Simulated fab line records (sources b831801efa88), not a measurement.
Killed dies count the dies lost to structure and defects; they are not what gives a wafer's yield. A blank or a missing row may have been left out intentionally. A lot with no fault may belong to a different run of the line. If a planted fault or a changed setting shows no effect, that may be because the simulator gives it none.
Matching of chambers || flow sky130 || 4 sister chambers for SKY_VIA4_CMP_21 on cmp-01
The step polishes, stops on SiO2, t overpolish 25 s, target thk 0 nm. 14 wafers are shown with their chamber, then 7 later ones without.

## WAFERS, EACH WITH ITS CHAMBER
{"wafer": "L885.2", "chamber": 1, "motorCurrentA (A)": 11.5, "timeToEndpointS (s)": 125, "slurryFilterDpKPa (kPa)": 13.51}
{"wafer": "L885.3", "chamber": 0, "motorCurrentA (A)": 10.3, "timeToEndpointS (s)": 118, "slurryFilterDpKPa (kPa)": 13.50}
{"wafer": "L885.5", "chamber": 3, "motorCurrentA (A)": 9.9, "timeToEndpointS (s)": 127, "slurryFilterDpKPa (kPa)": 13.37}
{"wafer": "L887.4", "chamber": 1, "motorCurrentA (A)": 11.5, "timeToEndpointS (s)": 125, "slurryFilterDpKPa (kPa)": 13.21}
{"wafer": "L887.5", "chamber": 0, "motorCurrentA (A)": 10.6, "timeToEndpointS (s)": 117, "slurryFilterDpKPa (kPa)": 13.52}
{"wafer": "L887.6", "chamber": 1, "motorCurrentA (A)": 11.2, "timeToEndpointS (s)": 121, "slurryFilterDpKPa (kPa)": 13.37}
{"wafer": "L899.2", "chamber": 2, "motorCurrentA (A)": 10.5, "timeToEndpointS (s)": 126, "slurryFilterDpKPa (kPa)": 13.64}
{"wafer": "L899.4", "chamber": 3, "motorCurrentA (A)": 10.1, "timeToEndpointS (s)": 126, "slurryFilterDpKPa (kPa)": 13.55}
{"wafer": "L899.6", "chamber": 0, "motorCurrentA (A)": 10.4, "timeToEndpointS (s)": 119, "slurryFilterDpKPa (kPa)": 13.38}
{"wafer": "L900.4", "chamber": 0, "motorCurrentA (A)": 10.8, "timeToEndpointS (s)": 122, "slurryFilterDpKPa (kPa)": 13.34}
{"wafer": "L900.5", "chamber": 1, "motorCurrentA (A)": 11.5, "timeToEndpointS (s)": 124, "slurryFilterDpKPa (kPa)": 13.48}
{"wafer": "L900.6", "chamber": 0, "motorCurrentA (A)": 10.3, "timeToEndpointS (s)": 121, "slurryFilterDpKPa (kPa)": 13.63}
{"wafer": "L901.3", "chamber": 2, "motorCurrentA (A)": 10.1, "timeToEndpointS (s)": 124, "slurryFilterDpKPa (kPa)": 13.49}
{"wafer": "L901.5", "chamber": 2, "motorCurrentA (A)": 10.0, "timeToEndpointS (s)": 122, "slurryFilterDpKPa (kPa)": 13.52}

SIGNATURES (averages over the wafers above)
{"reading": "motorCurrentA", "chamber 0": 10.480, "chamber 1": 11.425, "chamber 2": 10.200, "chamber 3": 10.000, "scatter within a chamber": 0.204}
{"reading": "timeToEndpointS", "chamber 0": 119.40, "chamber 1": 123.75, "chamber 2": 124.00, "chamber 3": 126.50, "scatter within a chamber": 1.91}
{"reading": "slurryFilterDpKPa", "chamber 0": 13.4740, "chamber 1": 13.3925, "chamber 2": 13.5500, "chamber 3": 13.4600, "scatter within a chamber": 0.117}
Rule: a wafer's distance from a chamber is the root of the sum, over the readings, of the square of ((its reading less the chamber's mean) divided by the reading's scatter). The wafer belongs to the nearest chamber; if the next one is less than 2 further off, it can't be placed. How the scatter is found: for the shown wafers, subtract from each reading the mean of its chamber, square and add these, divide the total by (wafers less chambers), then take the root.

## WAFERS WITHOUT THEIR CHAMBER
{"wafer": "L901.6", "motorCurrentA (A)": 11.5, "timeToEndpointS (s)": 122, "slurryFilterDpKPa (kPa)": 13.51}
{"wafer": "L902.3", "motorCurrentA (A)": 10.4, "timeToEndpointS (s)": 123, "slurryFilterDpKPa (kPa)": 13.66}
{"wafer": "L902.4", "motorCurrentA (A)": 10.0, "timeToEndpointS (s)": 128, "slurryFilterDpKPa (kPa)": 13.71}
{"wafer": "L902.5", "motorCurrentA (A)": 10.5, "timeToEndpointS (s)": 121, "slurryFilterDpKPa (kPa)": 13.52}
{"wafer": "L903.1", "motorCurrentA (A)": 10.5, "timeToEndpointS (s)": 118, "slurryFilterDpKPa (kPa)": 13.49}
{"wafer": "L903.2", "motorCurrentA (A)": 12.2, "timeToEndpointS (s)": 121, "slurryFilterDpKPa (kPa)": 13.29}
{"wafer": "L903.6", "motorCurrentA (A)": 10.1, "timeToEndpointS (s)": 123, "slurryFilterDpKPa (kPa)": 13.26}

## CHAMBER TAKEN BY EACH
{"wafer": "L901.6", "from the rows above": 1, "in truth": 1}
{"wafer": "L902.3", "from the rows above": "can't be placed: 2 or 0 or 3", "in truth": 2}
{"wafer": "L902.4", "from the rows above": "can't be placed: 3 or 2", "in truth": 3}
{"wafer": "L902.5", "from the rows above": "can't be placed: 0 or 2", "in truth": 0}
{"wafer": "L903.1", "from the rows above": 0, "in truth": 0}
{"wafer": "L903.2", "from the rows above": 1, "in truth": 1}
{"wafer": "L903.6", "from the rows above": "can't be placed: 3 or 2 or 0", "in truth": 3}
Correct placement for 3 of the 7. Can't be placed from these rows: 4 (the true chamber is among the candidates in 4). 0 placed wrongly.
